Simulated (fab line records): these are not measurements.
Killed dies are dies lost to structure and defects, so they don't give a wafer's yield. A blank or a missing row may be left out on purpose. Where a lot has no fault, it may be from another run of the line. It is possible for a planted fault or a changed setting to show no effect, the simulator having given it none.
fab line records + flow sfq_line
[record]
- lots = 7
- wafers = 21
- last_day = 92
route steps=325 shown C5@248 M6@251
lots with no fault: from the same line, run without faults
start_h: hours from the record's first day to the start of the lot's first wafer shown + wait_h: hours from the lot's prior step to this one + " the same as in the row above + L1.1+2: several wafers, shown together as one row + - either no value or no given start + * or withheld: withheld + < > ~ a bound
route shown NAME@n: NAME is a module with steps in the file, n the number in the route of the first one + usual: average and standard deviation across the fault-free wafers + same: alike in all rows + chamber/n: place in a boat + sites: the reading at each site + _std_site: standard deviation across them + _edge_site: the outer-site mean with the inner-site mean subtracted + radius_mm: for every site, how far away it sits from the centre of the wafer + mask NAME#n: copy n + behind: the most recent tool/chamber to have shaped the wafer + hold: what put the lot on hold/how long, in hours/how the hold closed + device: names the non-switching transistor (n, p or np) + end of line: the same wafers' tests at the end of the route + where a step has no rows: the recipe by itself + killed: not the wafer's yield, but the dies lost to structure and defects at the first sort + map: a wafer's dies, marking killed ones x, the rest . and places with no die _
set.NAME: the setting that was run; set.NAME@STEP: the one run at that earlier step + model.NAME: the simulator's own value behind a step, which no gauge read
certain route steps with their lots: each step a table, each wafer a row
services: the hour from which a tool's chamber was out of use, counted from the record's first day as start_h (under 0 if before that day), plus the number of hours and why
[[steps]]
[step SFQ_TRILAYER_C5_ETCH_VIA_ETCH_154]
[recipe]
- target = SiO2
- mask_material = PR
- chemistry = CHF3
- target_depth_nm = 84
- source_w = 500
- bias_w = 80
- pressure_mtorr = 30
- time_s = withheld
- stop_on = Nb
[usual]
- drypump_motor_current_A = 5.8/0.46
- oes_product_au = 0.896/0.0082
| lot.wafer | tool        | chamber | start_h | wait_h | drypump_motor_current_A | oes_product_au |
|-----------|-------------|---------|---------|--------|-------------------------|----------------|
| L683.1    | rie_diel-02 | 1       | 1752.22 | 0.0    | 4.8                     | 0.897          |
| L683.2    | "           | 2       | "       | "      | 6.0                     | 0.897          |
| L683.4    | "           | 3       | "       | "      | 5.2                     | 0.909          |
| L684.1    | rie_diel-01 | 1       | 1753.67 | 0.0    | 6.7                     | 0.898          |
| L684.2    | "           | 3       | "       | "      | 6.3                     | 0.893          |
| L684.6    | "           | 1       | "       | "      | 6.7                     | 0.899          |
| L686.2    | rie_diel-02 | 2       | 1772.85 | 0.0    | 6.0                     | 0.888          |
| L686.5    | "           | 0       | "       | "      | 5.6                     | 0.899          |
| L686.6    | "           | 3       | "       | "      | 5.2                     | 0.909          |
| L689.1    | rie_diel-04 | 1       | 1782.00 | 0.0    | 6.0                     | 0.898          |
| L689.4    | "           | 1       | "       | "      | 6.0                     | 0.906          |
| L689.5    | "           | 3       | "       | "      | 6.1                     | 0.901          |
| L704.1    | rie_diel-04 | 0       | 2024.75 | 0.0    | 5.8                     | 0.886          |
| L704.2    | "           | 2       | "       | "      | 5.1                     | 0.885          |
| L704.4    | "           | 1       | "       | "      | 6.0                     | 0.897          |
| L705.3    | rie_diel-02 | 3       | 2028.35 | 0.0    | 5.2                     | 0.875          |
| L705.4    | "           | 2       | "       | "      | 6.0                     | 0.893          |
| L705.5    | "           | 2       | "       | "      | 6.0                     | 0.882          |
| L706.2    | rie_diel-04 | 0       | 2029.55 | 0.0    | 5.8                     | 0.889          |
| L706.4    | "           | 2       | "       | "      | 5.1                     | 0.903          |
| L706.6    | "           | 3       | "       | "      | 6.1                     | 0.904          |
[step SFQ_TRILAYER_C5_STRIP_STRIP_155]
[recipe]
- gas = O2
- power_w = 200
- platen_temp_c = 40
- overash_fraction = 0.65
- chemistry = O2
- pressure_mtorr = 50
[usual]
- drypump_motor_current_A = 5.6/0.3
- oes_product_au = 1.000/0.0078
- platen_temp_c = 39.99/0.1
| lot.wafer | tool         | chamber | start_h | wait_h | drypump_motor_current_A | oes_product_au | platen_temp_c | rf_hours_counter_h |
|-----------|--------------|---------|---------|--------|-------------------------|----------------|---------------|--------------------|
| L683.1    | rie_metal-02 | 0       | 1752.27 | -      | 6.0                     | 1.005          | 40.00         | 19                 |
| L683.2    | "            | 1       | "       | "      | 5.8                     | 0.998          | 39.87         | 121                |
| L683.4    | "            | 1       | "       | "      | 5.8                     | 1.002          | 39.98         | -                  |
| L684.1    | rie_metal-01 | 1       | 1753.71 | -      | 5.7                     | 1.002          | 40.06         | 71                 |
| L684.2    | "            | 1       | "       | "      | 5.7                     | 0.994          | 40.04         | -                  |
| L684.6    | "            | 1       | "       | "      | 5.7                     | 1.000          | 39.83         | -                  |
| L686.2    | rie_metal-04 | 1       | 1772.89 | -      | 5.4                     | 1.006          | 39.97         | 50                 |
| L686.5    | "            | 0       | "       | "      | 5.2                     | 1.000          | 39.94         | -                  |
| L686.6    | "            | 1       | "       | "      | 5.3                     | 0.999          | 39.97         | -                  |
| L689.1    | rie_metal-02 | 1       | 1782.04 | -      | 5.8                     | 0.994          | 40.00         | 126                |
| L689.4    | "            | 1       | "       | "      | 5.7                     | 0.990          | 40.04         | -                  |
| L689.5    | "            | 0       | "       | "      | 6.0                     | 0.988          | 40.10         | -                  |
| L704.1    | rie_metal-01 | 1       | 2024.80 | -      | 5.7                     | 1.012          | 40.11         | 113                |
| L704.2    | "            | 0       | "       | "      | 5.8                     | 1.010          | 39.99         | 38                 |
| L704.4    | "            | 0       | "       | "      | 5.8                     | 1.009          | 40.09         | -                  |
| L705.3    | rie_metal-04 | 1       | 2028.60 | -      | 5.3                     | 0.999          | 39.97         | -                  |
| L705.4    | "            | 0       | "       | "      | 5.2                     | 1.011          | 40.14         | -                  |
| L705.5    | "            | 1       | "       | "      | 5.3                     | 0.990          | 40.10         | -                  |
| L706.2    | rie_metal-01 | 1       | 2029.60 | -      | 5.7                     | 1.010          | 39.94         | 114                |
| L706.4    | "            | 0       | "       | "      | 5.8                     | 1.003          | 39.97         | -                  |
| L706.6    | "            | 0       | "       | "      | 5.8                     | 0.998          | 40.05         | -                  |
[step SFQ_TRILAYER_C5_STRIP_SOLV_CLEAN_156]
[recipe]
- chemistry = NMP
- temp_c = 70
- time_s = 600
[step SFQ_TRILAYER_M6_DEP_PRE_CLEAN_158]
[recipe]
- gas = Ar
- time_s = 22.5
- bias_v = 250
[step SFQ_TRILAYER_M6_DEP_SPUTTER_157]
[recipe]
- material = Nb
- base_pressure_pa = 1.33e-06
- chamber_pressure_pa = 0.1333
- substrate_temp_c = 20
- target_thk_nm = 200
- power_w = 2000
- time_s = 133.3
[usual]
- throttle_valve_pct = 29.9/0.9
| lot.wafer | tool           | chamber | start_h | wait_h | throttle_valve_pct |
|-----------|----------------|---------|---------|--------|--------------------|
| L683.1    | pvd_sputter-05 | -       | 1753.07 | 0.0    | 30.7               |
| L683.2    | "              | -       | "       | "      | 30.3               |
| L683.4    | "              | -       | "       | "      | 29.8               |
| L684.1    | pvd_sputter-03 | -       | 1755.12 | 0.0    | 29.5               |
| L684.2    | "              | -       | "       | "      | 30.9               |
| L684.6    | "              | -       | "       | "      | 31.7               |
| L686.2    | pvd_sputter-04 | -       | 1773.70 | 0.0    | 29.3               |
| L686.5    | "              | -       | "       | "      | 29.1               |
| L686.6    | "              | -       | "       | "      | 28.8               |
| L689.1    | pvd_sputter-04 | -       | 1782.85 | 0.0    | 28.7               |
| L689.4    | "              | -       | "       | "      | 29.1               |
| L689.5    | "              | -       | "       | "      | 29.4               |
| L704.1    | pvd_sputter-03 | -       | 2025.78 | 0.0    | 30.8               |
| L704.2    | "              | -       | "       | "      | 31.7               |
| L704.4    | "              | -       | "       | "      | 29.7               |
| L705.3    | pvd_sputter-05 | -       | 2029.20 | 0.0    | 30.4               |
| L705.4    | "              | -       | "       | "      | 30.3               |
| L705.5    | "              | -       | "       | "      | 30.6               |
| L706.2    | pvd_sputter-04 | -       | 2030.58 | 0.0    | 28.9               |
| L706.4    | "              | -       | "       | "      | 31.0               |
| L706.6    | "              | -       | "       | "      | 29.3               |
[step SFQ_M6_RS_MEAS_938]
[recipe]
- thk_meas_gauge = four-point-probe
- reads = Nb_of_TRILAYER_M6_DEP_SPUTTER_157
[usual]
- M6_NB_RS = 0.886/0.0099
| lot.wafer | tool          | chamber | start_h | wait_h | M6_NB_RS[ohm/sq] |
|-----------|---------------|---------|---------|--------|------------------|
| L683.1    | film_metro-01 | -       | 1753.16 | 0.0    | 0.886            |
| L683.2    | "             | -       | "       | "      | 0.879            |
| L683.4    | "             | -       | "       | "      | 0.882            |
| L684.1    | film_metro-03 | -       | 1755.21 | 0.0    | 0.889            |
| L684.2    | "             | -       | "       | "      | 0.894            |
| L684.6    | "             | -       | "       | "      | 0.891            |
| L686.2    | film_metro-01 | -       | 1773.81 | 0.1    | 0.875            |
| L686.5    | "             | -       | "       | "      | 0.880            |
| L686.6    | "             | -       | "       | "      | 0.870            |
| L689.1    | film_metro-03 | -       | 1782.94 | 0.0    | 0.876            |
| L689.4    | "             | -       | "       | "      | 0.879            |
| L689.5    | "             | -       | "       | "      | 0.880            |
| L704.1    | film_metro-04 | -       | 2025.87 | 0.0    | 0.903            |
| L704.2    | "             | -       | "       | "      | 0.908            |
| L704.4    | "             | -       | "       | "      | 0.894            |
| L705.3    | film_metro-04 | -       | 2029.33 | 0.1    | 0.885            |
| L705.4    | "             | -       | "       | "      | 0.884            |
| L705.5    | "             | -       | "       | "      | 0.882            |
| L706.2    | film_metro-03 | -       | 2030.69 | 0.1    | 0.881            |
| L706.4    | "             | -       | "       | "      | 0.886            |
| L706.6    | "             | -       | "       | "      | 0.888            |
[step SFQ_TRILAYER_M6_LITHO_COAT_164]
[recipe]
- resist = BARC
- spin_rpm = 3000
- resist_thk_nm = 62
[step SFQ_TRILAYER_M6_LITHO_COAT_159]
[recipe]
- resist = KrF
- spin_rpm = 3000
- resist_thk_nm = 600
[step SFQ_TRILAYER_M6_LITHO_SOFTBAKE_163]
[recipe]
- temp_c = withheld
- time_s = withheld
- resist = KrF
[step SFQ_TRILAYER_M6_LITHO_EXPOSE_160]
[recipe]
- mask_id = M6
- na = 0.6
- source_shape = conventional
- sigma_outer = 0.65
- target_cd_nm = 500
- dose_mj = 14.4
[step SFQ_TRILAYER_M6_LITHO_PEB_162]
[recipe]
- peb_temp_c = 115
- peb_time_s = 60
- resist = KrF
[step SFQ_TRILAYER_M6_LITHO_DEVELOP_161]
[recipe]
- time_s = 60
- resist = KrF
[usual]
- chill_plate_temp_C = 23.02/0.12
- exhaust_pa = 45.1/0.93
| lot.wafer | tool           | chamber | start_h | wait_h | chill_plate_temp_C | exhaust_pa | model.KrF_of_TRILAYER_M6_LITHO_COAT_159.thk_nm |
|-----------|----------------|---------|---------|--------|--------------------|------------|------------------------------------------------|
| L683.1    | litho_track-04 | 0       | 1757.04 | 0.1    | 23.02              | 46.7       | 574.5                                          |
| L683.2    | "              | 0       | "       | "      | 23.17              | 45.2       | 573.8                                          |
| L683.4    | "              | 0       | "       | "      | 23.10              | 44.3       | 572.1                                          |
| L684.1    | litho_track-04 | 0       | 1760.64 | 0.1    | 23.01              | 45.1       | 574.1                                          |
| L684.2    | "              | 0       | "       | "      | 23.19              | 44.1       | 577.2                                          |
| L684.6    | "              | 0       | "       | "      | 23.10              | 43.8       | 573.7                                          |
| L686.2    | litho_track-04 | 0       | 1870.39 | 0.1    | 23.03              | 46.7       | 574.2                                          |
| L686.5    | "              | 0       | "       | "      | 22.85              | 45.4       | 575.7                                          |
| L686.6    | "              | 0       | "       | "      | 22.92              | 46.6       | 573.2                                          |
| L689.1    | litho_track-01 | 0       | 1877.56 | 0.1    | 23.00              | 45.6       | 575.1                                          |
| L689.4    | "              | 0       | "       | "      | 23.11              | 45.0       | 573.2                                          |
| L689.5    | "              | 0       | "       | "      | 23.11              | 45.0       | 574.4                                          |
| L704.1    | litho_track-03 | -       | 2038.92 | 0.1    | -                  | -          | 602.5                                          |
| L704.2    | "              | -       | "       | "      | -                  | -          | 601.4                                          |
| L704.4    | "              | -       | "       | "      | -                  | -          | 601.7                                          |
| L705.3    | litho_track-01 | -       | 2041.37 | 0.1    | -                  | -          | 599.3                                          |
| L705.4    | "              | -       | "       | "      | -                  | -          | 599.6                                          |
| L705.5    | "              | -       | "       | "      | -                  | -          | 598.3                                          |
| L706.2    | litho_track-01 | -       | 2043.75 | 0.1    | -                  | -          | 598.9                                          |
| L706.4    | "              | -       | "       | "      | -                  | -          | 601.1                                          |
| L706.6    | "              | -       | "       | "      | -                  | -          | 599.4                                          |
[step SFQ_M6_OVL_MEAS_940]
[usual]
- M6_OVL = -2/6.4
| lot.wafer | tool       | chamber | start_h | wait_h | M6_OVL[nm] |
|-----------|------------|---------|---------|--------|------------|
| L683.1    | overlay-02 | -       | 1757.19 | 0.1    | 2          |
| L683.2    | "          | -       | "       | "      | 10         |
| L683.4    | "          | -       | "       | "      | 4          |
| L684.1    | overlay-02 | -       | 1760.79 | 0.1    | 5          |
| L684.2    | "          | -       | "       | "      | 1          |
| L684.6    | "          | -       | "       | "      | 5          |
| L686.2    | overlay-01 | -       | 1870.52 | 0.1    | 2          |
| L686.5    | "          | -       | "       | "      | -4         |
| L686.6    | "          | -       | "       | "      | -6         |
| L689.1    | overlay-02 | -       | 1877.71 | 0.1    | 11         |
| L689.4    | "          | -       | "       | "      | 11         |
| L689.5    | "          | -       | "       | "      | 1          |
| L704.1    | overlay-02 | -       | 2039.07 | 0.1    | -          |
| L704.2    | "          | -       | "       | "      | -          |
| L704.4    | "          | -       | "       | "      | -          |
| L705.3    | overlay-02 | -       | 2041.49 | 0.1    | -          |
| L705.4    | "          | -       | "       | "      | -          |
| L705.5    | "          | -       | "       | "      | -          |
| L706.2    | overlay-02 | -       | 2043.88 | 0.1    | -          |
| L706.4    | "          | -       | "       | "      | -          |
| L706.6    | "          | -       | "       | "      | -          |
[[services]]
| tool           | chamber | start_h | hours | kind   |
|----------------|---------|---------|-------|--------|
| pvd_sputter-03 | -       | 1735.04 | 8.3   | repair |
| rie_metal-02   | -       | 1739.97 | 1.6   | repair |
| rie_diel-04    | 0       | 1753.81 | 6.9   | repair |
| rie_diel-04    | 2       | 1758.50 | 37.5  | repair |
| rie_metal-01   | -       | 1767.01 | 1.8   | repair |
| rie_diel-04    | -       | 1808.57 | 0.4   | repair |
| rie_diel-04    | 3       | 1836.65 | 1.6   | repair |
| rie_metal-01   | -       | 1850.55 | 1.1   | repair |
| rie_metal-02   | 1       | 1859.19 | 11.2  | repair |
| rie_diel-01    | 1       | 1867.38 | 5.9   | repair |
| rie_metal-04   | -       | 1869.37 | 1.4   | pm     |
| rie_diel-02    | 0       | 1870.23 | 10.4  | repair |
| rie_diel-02    | 2       | 1873.80 | 9.2   | repair |
| rie_diel-04    | -       | 1875.12 | 14.6  | pm     |
| pvd_sputter-04 | -       | 1875.46 | 1.8   | repair |
| pvd_sputter-04 | -       | 1898.91 | 5.6   | repair |
| pvd_sputter-04 | -       | 1905.33 | 1.7   | repair |
| rie_diel-01    | -       | 1915.91 | 2.8   | pm     |
| rie_diel-04    | 0       | 1928.38 | 4.9   | repair |
| rie_diel-04    | 2       | 1938.07 | 8.6   | repair |
| rie_diel-02    | 1       | 1953.39 | 7.5   | repair |
| rie_diel-02    | 1       | 1987.66 | 1.6   | repair |
| rie_diel-04    | 1       | 2001.16 | 6.3   | repair |
| rie_metal-02   | 0       | 2006.28 | 15.7  | repair |
[[key]]
[first_sign]
- step = SFQ_TRILAYER_M6_LITHO_DEVELOP_161
- reading = tool_record
- direction = missing
effect none on later readings
[model_effect]
- step = SFQ_TRILAYER_M6_LITHO_DEVELOP_161
- value = KrF_of_TRILAYER_M6_LITHO_COAT_159.thk_nm
- without = 574.9
- struck = 600.2
met_at SFQ_TRILAYER_M6_LITHO_DEVELOP_161
struck_wafers L704.1,L704.2,L704.4,L705.3,L705.4,L705.5,L706.2,L706.4,L706.6
onset_between 1877.56 2038.92
[fault]
- kind = skipped_step_whole
- tool = litho_track-01,litho_track-03
- chamber = -
- onset_h = 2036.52
- steps = SFQ_TRILAYER_M6_LITHO_DEVELOP_161
- scope = struck_lots_only
